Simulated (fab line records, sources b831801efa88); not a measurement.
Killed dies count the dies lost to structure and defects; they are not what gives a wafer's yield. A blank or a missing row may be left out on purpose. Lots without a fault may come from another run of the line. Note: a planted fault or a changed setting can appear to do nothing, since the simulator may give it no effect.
Tool commonality check || flow gf180mcu || 11 lots, 39 wafers sampled

REASON IT WAS OPENED
Of 11 lots, 2 have the reading HV_LDD_OVL flagged at GF_HV_LDD_OVL_MEAS_08. Fault-free wafers read 0.2 nm, with a standard deviation of 1.5.
Rule: a lot is flagged when every wafer of it that has a number lies more than 4 standard deviations from that mean, or none has a number. As for the other lots, they are considered sound.

{"lot": "L692", "measured": "day 10 07:35", "on": "overlay-02", "HV_LDD_OVL (nm), wafer by wafer": "-1.2 0.1 -1.9", "flag": ""}
{"lot": "L693", "measured": "day 10 15:03", "on": "overlay-02", "HV_LDD_OVL (nm), wafer by wafer": "0.5 -0.3 -0.6", "flag": ""}
{"lot": "L694", "measured": "day 10 15:22", "on": "overlay-01", "HV_LDD_OVL (nm), wafer by wafer": "1.0 1.5 0.4", "flag": ""}
{"lot": "L695", "measured": "day 10 21:29", "on": "overlay-02", "HV_LDD_OVL (nm), wafer by wafer": "1.8 2.3 1.8", "flag": ""}
{"lot": "L696", "measured": "day 11 02:02", "on": "overlay-02", "HV_LDD_OVL (nm), wafer by wafer": "2.6 -1.4 0.7", "flag": ""}
{"lot": "L703", "measured": "day 13 09:12", "on": "overlay-02", "HV_LDD_OVL (nm), wafer by wafer": "300.6 300.3 299.7 302.0 301.3 300.5", "flag": "FLAGGED"}
{"lot": "L704", "measured": "day 13 17:20", "on": "overlay-01", "HV_LDD_OVL (nm), wafer by wafer": "-0.5 3.1 -0.2", "flag": ""}
{"lot": "L705", "measured": "day 13 17:56", "on": "overlay-01", "HV_LDD_OVL (nm), wafer by wafer": "302.4 302.8 303.3 303.3 304.4 303.8", "flag": "FLAGGED"}
{"lot": "L711", "measured": "day 15 16:57", "on": "overlay-01", "HV_LDD_OVL (nm), wafer by wafer": "1.2 2.2 1.0", "flag": ""}
{"lot": "L712", "measured": "day 16 15:42", "on": "overlay-01", "HV_LDD_OVL (nm), wafer by wafer": "-1.0 0.1 -1.0", "flag": ""}
{"lot": "L714", "measured": "day 16 20:39", "on": "overlay-01", "HV_LDD_OVL (nm), wafer by wafer": "-0.4 -1.0 -1.5", "flag": ""}
The numbers of the flagged lots are 302.0 nm on average: +301.8 nm against the usual, or +99 or more standard deviations.

TOOL THAT RAN EACH LOT
The record keeps 1 process step preceding the reading, out of 602 steps on the route. Each cell gives the tool, then ch followed by the chambers the sampled wafers passed through, then the start.
{"lot": "L692", "flag": "", "GF_HV_LDD_EXPOSE_04": "ilineStepper-02 ch 0, day 9 22:49"}
{"lot": "L693", "flag": "", "GF_HV_LDD_EXPOSE_04": "ilineStepper-02 ch 0, day 10 06:17"}
{"lot": "L694", "flag": "", "GF_HV_LDD_EXPOSE_04": "ilineStepper-02 ch 0, day 10 06:57"}
{"lot": "L695", "flag": "", "GF_HV_LDD_EXPOSE_04": "ilineStepper-01 ch 0, day 10 12:46"}
{"lot": "L696", "flag": "", "GF_HV_LDD_EXPOSE_04": "ilineStepper-01 ch 0, day 10 16:57"}
{"lot": "L703", "flag": "FLAGGED", "GF_HV_LDD_EXPOSE_04": "ilineStepper-02 ch 0, day 12 23:43"}
{"lot": "L704", "flag": "", "GF_HV_LDD_EXPOSE_04": "ilineStepper-01 ch 0, day 13 07:25"}
{"lot": "L705", "flag": "FLAGGED", "GF_HV_LDD_EXPOSE_04": "ilineStepper-02 ch 0, day 13 07:47"}
{"lot": "L711", "flag": "", "GF_HV_LDD_EXPOSE_04": "ilineStepper-01 ch 0, day 15 07:02"}
{"lot": "L712", "flag": "", "GF_HV_LDD_EXPOSE_04": "ilineStepper-01 ch 0, day 16 04:55"}
{"lot": "L714", "flag": "", "GF_HV_LDD_EXPOSE_04": "ilineStepper-01 ch 0, day 16 10:32"}
What these steps do:
- GF_HV_LDD_EXPOSE_04: exposes mask Nplus LV AREA, target cd 400 nm.
- GF_HV_LDD_OVL_MEAS_08

FLAGGED AGAINST TOTAL, ONE TOOL AT A TIME (gauges that did the reading follow at the end)
{"step": "GF_HV_LDD_EXPOSE_04", "tool": "ilineStepper-01", "lots run": 6, "flagged": 0, "share of the flagged lots": "none", "sound lots run after its first flagged lot": "-"}
{"step": "GF_HV_LDD_EXPOSE_04", "tool": "ilineStepper-02", "lots run": 5, "flagged": 2, "share of the flagged lots": "all", "sound lots run after its first flagged lot": 0}
{"step": "GF_HV_LDD_OVL_MEAS_08", "tool": "overlay-01", "lots run": 6, "flagged": 1, "share of the flagged lots": "some", "sound lots run after its first flagged lot": "3 (L711,L712,L714)"}
{"step": "GF_HV_LDD_OVL_MEAS_08", "tool": "overlay-02", "lots run": 5, "flagged": 1, "share of the flagged lots": "some", "sound lots run after its first flagged lot": 0}

WHAT THE TABLE ALLOWS
In the table, 1 row covers all flagged lots: ilineStepper-02 at GF_HV_LDD_EXPOSE_04.
- ilineStepper-02 at GF_HV_LDD_EXPOSE_04 ran 5 lots, 2 of them flagged. It ran its last sound lot, L694, at day 10 06:57 and its first flagged lot, L703, at day 12 23:43: a fault with its onset between the two fits.
What remains is a single tool, ilineStepper-02 at GF_HV_LDD_EXPOSE_04.

WHAT HAD BEEN PUT IN BY THE SIMULATOR
Scanner matching overlay: ilineStepper-02, from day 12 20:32 on, at GF_HV_LDD_EXPOSE_04. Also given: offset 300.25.
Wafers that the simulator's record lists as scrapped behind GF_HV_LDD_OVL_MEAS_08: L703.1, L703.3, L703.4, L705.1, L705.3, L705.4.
Struck lots among those shown: L703, L705. The rule given above showed the same thing.
